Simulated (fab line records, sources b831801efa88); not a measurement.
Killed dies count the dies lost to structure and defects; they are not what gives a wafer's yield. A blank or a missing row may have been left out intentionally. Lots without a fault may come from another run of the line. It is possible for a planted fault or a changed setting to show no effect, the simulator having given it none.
Which of the tools did it? -- flow sky130 -- 12 lots with 36 wafers sampled at 2 steps, on a route of 708 steps

WHAT EACH GAUGE READ, for each wafer
SKY_SD_P_TW_MEAS_11.
lot,measured,on,SD_P_TW
L708,day 25 17:06,film-metro-02,2842 2844 2855
L709,day 25 18:20,film-metro-02,2880 2848 2845
L713,day 27 23:58,film-metro-03,2804 2807 2813
L714,day 28 00:00,film-metro-02,30 30 30
L715,day 28 06:05,film-metro-03,30 30 30
L720,day 29 19:50,film-metro-02,2822 2845 2831
L721,day 30 00:40,film-metro-04,2822 2807 2811
L724,day 31 15:20,film-metro-03,2836 2813 2823
L725,day 31 18:56,film-metro-04,2810 2807 2814
L727,day 32 19:29,film-metro-03,2817 2821 2832
L730,day 33 06:15,film-metro-04,2805 2811 2797
L729,day 33 11:43,film-metro-02,2821 2828 2827

TOOL THAT RAN EACH LOT (tool first, then ch and the chambers of the sampled wafers, then the start)
lot,SKY_SD_P_DEVELOP_06
L708,"litho-track-02 ch 0, day 25 16:34"
L709,"litho-track-02 ch 0, day 25 17:47"
L713,"litho-track-04 ch 0, day 27 23:25"
L714,"litho-track-02 ch 0, day 27 23:28"
L715,"litho-track-02 ch 0, day 28 05:32"
L720,"litho-track-04 ch 0, day 29 19:17"
L721,"litho-track-04 ch 0, day 30 00:07"
L724,"litho-track-03 ch 0, day 31 14:47"
L725,"litho-track-02 ch 0, day 31 18:23"
L727,"litho-track-02 ch 0, day 32 18:56"
L730,"litho-track-02 ch 0, day 33 05:43"
L729,"litho-track-04 ch 0, day 33 11:10"
- SKY_SD_P_DEVELOP_06: develop time 60 s.

AS READ BY THE TOOLS THEMSELVES (means over the sampled wafers that have a number; for cases with no such wafer, the mark the record gives instead)
The record holds no such reading with a usual standard deviation.

THE ANSWER, worked out from the rows above alone
Rule: what is usual is taken from the lots themselves. The widest of any qualifying gaps counts: lots, ordered by their means at a reading, are off when they make up no more than a third of the lots, leave a main group of 4 or more, and stand apart from it by 3 or more times the standard deviation of that group's means. A main group whose means are all the same, to the digits that the tables above print for the reading, isn't used. A lot without any number at a reading at which 4 lots or more have one is off too. All remaining lots with rows at the step are treated as sound. After the gauges, taken in route order, come the tools' own readings; for these a lot's mean is taken, as printed above. At the first step where some lot is off, the reading lying furthest off is the one used; lots without a number count as furthest.
Off: L714, L715, at SKY_SD_P_TW_MEAS_11 (SD_P_TW). The main group has a mean of 2825 with a standard deviation of 16.
If a tool, at a process step before that reading, ran all the lots that are off and no sound lot after the first of them, it fits. Those tools and the gauges at SKY_SD_P_TW_MEAS_11 are tried in the same way. Not one of the candidates tried fits.

WHAT THE SIMULATOR HAD INSERTED
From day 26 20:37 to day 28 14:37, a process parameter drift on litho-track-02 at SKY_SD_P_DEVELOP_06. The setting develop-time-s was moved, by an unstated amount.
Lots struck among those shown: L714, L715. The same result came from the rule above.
